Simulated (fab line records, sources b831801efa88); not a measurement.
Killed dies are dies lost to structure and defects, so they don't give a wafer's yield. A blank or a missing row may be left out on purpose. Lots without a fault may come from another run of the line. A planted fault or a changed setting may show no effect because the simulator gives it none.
A struck lot beside a sound one | flow gf180mcu | 15 steps out of a route of 602
Sound: wafers L328.1, L328.5, L328.6. Struck: wafer L330.1. (L330.5, L330.6 of the same lot were not struck and are left out.) The cause comes at the end.
At each step with rows: each side's tool, then ch and its chambers, then its first start. Under that, the readings that differ: sound wafers | struck wafers | difference of the means | sigmas: that difference in standard deviations of wafers without a fault.
alike: readings whose means differ by less than 2 such deviations, and words and numbers that are the same on both sides. not compared: withheld readings, readings that some wafer has no value for, bounds like >300 that may hide the same value, and numbers for which the record gives no deviation and whose values overlap.
The two part at a step that has a row with sigmas, a row that says differs or no value, or rows on one side only. Numbers that don't overlap but have no deviation are shown without sigmas and don't part them. A reading that every wafer of one side lacks parts them only if that side has two wafers or more.

first, 1 step without rows for these wafers: GF_TOP_METAL_CLEAN_19 (cleans in DIW).
GF_PASSIVATION_CVD_00: deposits SiO2 from TEOS, target thk 1000 nm, time 111.95 s.
  sound on pecvd-04 ch 0,1, day 29 11:54; struck on pecvd-01 ch 1, day 29 19:36
  alike: heater_power_w
  not compared: since_wet_clean_h
GF_PASSIVATION_THK_MEAS_01:
  sound on film_metro-03, day 29 11:59; struck on film_metro-01, day 29 19:43
  alike: PASSIVATION_CVD_00_THK
GF_PASSIVATION_CVD_02: deposits Si3N4, target thk 700 nm, time 486.18 s.
  sound on pecvd-01 ch 0,1, day 29 12:02; struck on pecvd-04 ch 2, day 29 19:47
  reading            | sound       | struck | difference | sigmas
  heater_power_w (W) | 591 664 446 | 813    | +246       | +2
  not compared: since_wet_clean_h
GF_PASSIVATION_THK_MEAS_03:
  sound on film_metro-03, day 29 12:28; struck on film_metro-02, day 29 20:04
  alike: PASSIVATION_CVD_02_THK
then, 7 steps without rows for these wafers: GF_PASSIVATION_DEHYDRATE_04 (time 60 s); GF_PASSIVATION_HMDS_05 (prime time 60 s); GF_PASSIVATION_COAT_06 (resist thk 4000 nm); GF_PASSIVATION_SOFTBAKE_07; GF_PASSIVATION_EXPOSE_08 (exposes mask Pad, target cd 40000 nm); GF_PASSIVATION_PEB_09; GF_PASSIVATION_DEVELOP_10 (develop time 60 s).
GF_PASSIVATION_ETCH_11: etches the open film in CF4/O2, stops on TiN, target depth 2040 nm, time 453.3 s.
  sound on rie_diel-04 ch 0,1, day 30 07:05; struck on rie_diel-04 ch 1, day 30 14:54
  reading                                       | sound             | struck | difference | sigmas
  oes_product_au (a.u.)                         | 0.990 0.996 0.990 | 0.912  | -0.080     | -13
  run_length_s (s)                              | 482.3 481.0 482.5 | 562.1  | +80.2      | +99 or more
  throttle_valve_pct (%)                        | 5.965 5.980 5.966 | 5.938  | -0.032     | -4
  model.coat_of_PASSIVATION_COAT_06.thk_nm (nm) | 2670 2628 2662    | 2415   | -238       |
  alike: drypump_motor_current_A
  not compared: rf_hours_counter_h
GF_PASSIVATION_STRIP_12: strips in O2/N2.
  sound on plasma_asher-02 ch 0,1, day 30 07:22; struck on plasma_asher-02 ch 0, day 30 15:10
  reading                      | sound             | struck | difference | sigmas
  strip_time_to_endpoint_s (s) | 33.27 32.79 33.18 | 30.35  | -2.73      | -12
  alike: drypump_motor_current_A, heater_power_w, oes_product_au, platen_temp_c
  not compared: rf_hours_counter_h
then, 1 step without rows for these wafers: GF_PASSIVATION_ANNEAL_13 (time 1800 s).

WHERE THEY PART
First at GF_PASSIVATION_CVD_02; last, within this record, at GF_PASSIVATION_STRIP_12.

WHY: what the simulator had put in
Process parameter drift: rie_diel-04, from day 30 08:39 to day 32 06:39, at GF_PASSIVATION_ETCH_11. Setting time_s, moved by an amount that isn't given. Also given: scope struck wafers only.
